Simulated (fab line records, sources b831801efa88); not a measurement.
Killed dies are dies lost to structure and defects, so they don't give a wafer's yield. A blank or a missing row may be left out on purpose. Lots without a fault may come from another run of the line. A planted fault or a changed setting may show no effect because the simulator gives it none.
Chamber matching | flow gf180mcu | GF_POLY_GATE_ETCH_13 on rie_si-02: 4 sister chambers
The step etches poly-Si in HBr/Cl2, stops on SiO2, target depth 198.5 nm, time 69.6 s. 16 wafers are shown with their chamber, then 7 later ones without.

WAFERS WITH THEIR CHAMBER
wafer  | chamber | drypump_motor_current_A (A) | run_length_s (s) | throttle_valve_pct (%)
L693.4 | 1       | 5.4                         | 97.4             | 33.673
L693.5 | 0       | 5.5                         | 97.7             | 33.682
L693.6 | 3       | 6.2                         | 97.4             | 33.686
L694.3 | 2       | 4.8                         | 98.2             | 33.695
L694.5 | 2       | 4.8                         | 98.1             | 33.686
L694.6 | 1       | 5.4                         | 97.5             | 33.682
L696.1 | 2       | 4.8                         | 98.5             | 33.677
L696.2 | 1       | 5.4                         | 97.8             | 33.710
L696.4 | 0       | 5.6                         | 97.9             | 33.690
L697.4 | 0       | 5.6                         | 97.7             | 33.700
L697.6 | 3       | 6.2                         | 97.4             | 33.675
L698.4 | 2       | 4.8                         | 97.9             | 33.681
L698.5 | 1       | 5.4                         | 97.4             | 33.695
L699.6 | 3       | 6.2                         | 96.9             | 33.667
L708.2 | 1       | 5.4                         | 97.6             | 33.676
L708.3 | 3       | 6.3                         | 97.0             | 33.677

SIGNATURES (means of the wafers above)
reading                 | chamber 0 | chamber 1 | chamber 2 | chamber 3 | scatter within a chamber
drypump_motor_current_A | 5.567     | 5.400     | 4.800     | 6.225     | 0.0344
run_length_s            | 97.767    | 97.540    | 98.175    | 97.175    | 0.211
throttle_valve_pct      | 33.69067  | 33.68720  | 33.68475  | 33.67625  | 0.011
Rule: a wafer's distance from a chamber is the root of the sum, over the readings, of the square of ((its reading less the chamber's mean) divided by the reading's scatter). The wafer belongs to the nearest chamber; if the next one is less than 2 further off, it can't be placed. The scatter: the root of (the sum of the squares of (reading less its chamber's mean) over the shown wafers, divided by (wafers less chambers)).

WAFERS WITHOUT THEIR CHAMBER
wafer  | drypump_motor_current_A (A) | run_length_s (s) | throttle_valve_pct (%)
L708.5 | 5.4                         | 97.7             | 33.684
L710.2 | 6.2                         | 96.9             | 33.660
L710.5 | 5.6                         | 97.2             | 33.680
L710.6 | 6.2                         | 97.0             | 33.675
L713.2 | 5.6                         | 97.4             | 33.687
L713.3 | 6.2                         | 97.1             | 33.688
L713.4 | 5.4                         | 97.5             | 33.687

WHICH CHAMBER EACH WENT THROUGH
wafer  | from the rows above | in truth
L708.5 | 1                   | 1
L710.2 | 3                   | 3
L710.5 | 0                   | 0
L710.6 | 3                   | 3
L713.2 | 0                   | 0
L713.3 | 3                   | 3
L713.4 | 1                   | 1
Placed correctly: 7 of 7. Can't be placed from these rows: 0. Placed wrongly: 0.
